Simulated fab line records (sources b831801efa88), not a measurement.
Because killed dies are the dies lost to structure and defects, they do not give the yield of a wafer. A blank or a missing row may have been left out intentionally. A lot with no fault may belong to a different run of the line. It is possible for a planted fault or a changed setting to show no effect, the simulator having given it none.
2 desks, one fault | flow gf180mcu | each desk holds nothing but its own numbers, with what lay behind them at the end

== DESK OF THE TOOL OWNER: ilineStepper-02 ==
The tool's own readings at GF_HV_LDD_EXPOSE_16 (exposes mask Pplus LV AREA, target cd 400 nm): means of the sampled wafers that have a number, for each lot that ran on this tool. A lot is out of limits, marked OUT, if its mean lies more than 4 standard deviations from the usual mean; the brackets give that distance.
Columns: A = exposureDoseMJCm2 at GF_HV_LDD_EXPOSE_16, usual 140.02
lot  | first seen here | A
L430 | day 10 05:01    | 140.09
L437 | day 12 10:52    | 140.14
L436 | day 12 12:07    | 139.99
L438 | day 12 21:24    | 139.94
L439 | day 13 09:20    | 140.08
L446 | day 15 17:56    | 124.57 (-99 or more) OUT
L447 | day 16 01:31    | 124.77 (-99 or more) OUT
L448 | day 16 06:17    | 124.56 (-99 or more) OUT
L450 | day 16 16:04    | 124.48 (-99 or more) OUT
This desk finds L446, L447, L448, L450 out of limits, L446 being first, at day 15 17:56 (exposureDoseMJCm2 at GF_HV_LDD_EXPOSE_16). L430, L437, L436, L438, L439: within limits.

== THE METROLOGY DESK ==
What the gauges read for every lot (on any tool): the sampled wafers with a number, averaged. A lot is out of limits, marked OUT, if its mean lies more than 4 standard deviations from the usual mean; the brackets give that distance.
Columns: A = cdNm at GF_POLY_GATE_CD_MEAS_10, usual 280.2 nm; B = cdNm at GF_HV_LDD_CD_MEAS_19, usual 403.6 nm; C = HV_LDD_01_OVL at GF_HV_LDD_OVL_MEAS_20, usual -0.9 nm
lot  | first seen here | A     | B               | C
L430 | day 8 23:57     | 280.0 | 402.8           | -1.1
L431 | day 9 10:44     | 279.8 | 404.6           | -0.4
L437 | day 11 05:12    | 281.1 | 402.0           | -1.3
L436 | day 11 05:34    | 279.0 | 403.2           | -1.6
L438 | day 11 14:01    | 278.0 | 406.4           | -1.5
L439 | day 12 00:46    | 279.7 | 403.3           | 0.3
L445 | day 14 02:34    | 279.0 | 400.4           | 0.7
L446 | day 14 05:35    | 280.7 | 369.4 (-13) OUT | -1.2
L447 | day 14 15:50    | 280.0 | 370.4 (-13) OUT | -3.0
L448 | day 14 19:27    | 281.0 | 368.4 (-14) OUT | 1.5
L449 | day 15 02:56    | 279.7 | 408.8           | -1.7
L450 | day 15 03:29    | 280.0 | 368.4 (-14) OUT | -2.1
L453 | day 16 07:04    | 281.2 | 406.1           | 0.0
This desk finds L446, L447, L448, L450 out of limits, L446 being first, at day 16 04:11 (cdNm at GF_HV_LDD_CD_MEAS_19). L430, L431, L437, L436, L438, L439, L445, L449, L453: within limits.

== PUT TOGETHER ==
An alarm could have come from the tool owner's desk at day 15 17:56, on L446, L447, L448, L450.
Metrology desk: alarm possible at day 16 04:11 on L446, L447, L448, L450.
Every lot named ran GF_HV_LDD_EXPOSE_16 on ilineStepper-02.

== WHAT WAS PUT IN BY THE SIMULATOR ==
Process parameters drifting: ilineStepper-02 at GF_HV_LDD_EXPOSE_16, beginning at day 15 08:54. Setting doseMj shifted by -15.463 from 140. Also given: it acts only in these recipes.
Shown lots that were struck: L446, L447, L448, L450.
Counting hours from when the fault started, the first reading out of limits came at 9 for the tool owner's desk and at 19 for the metrology desk.
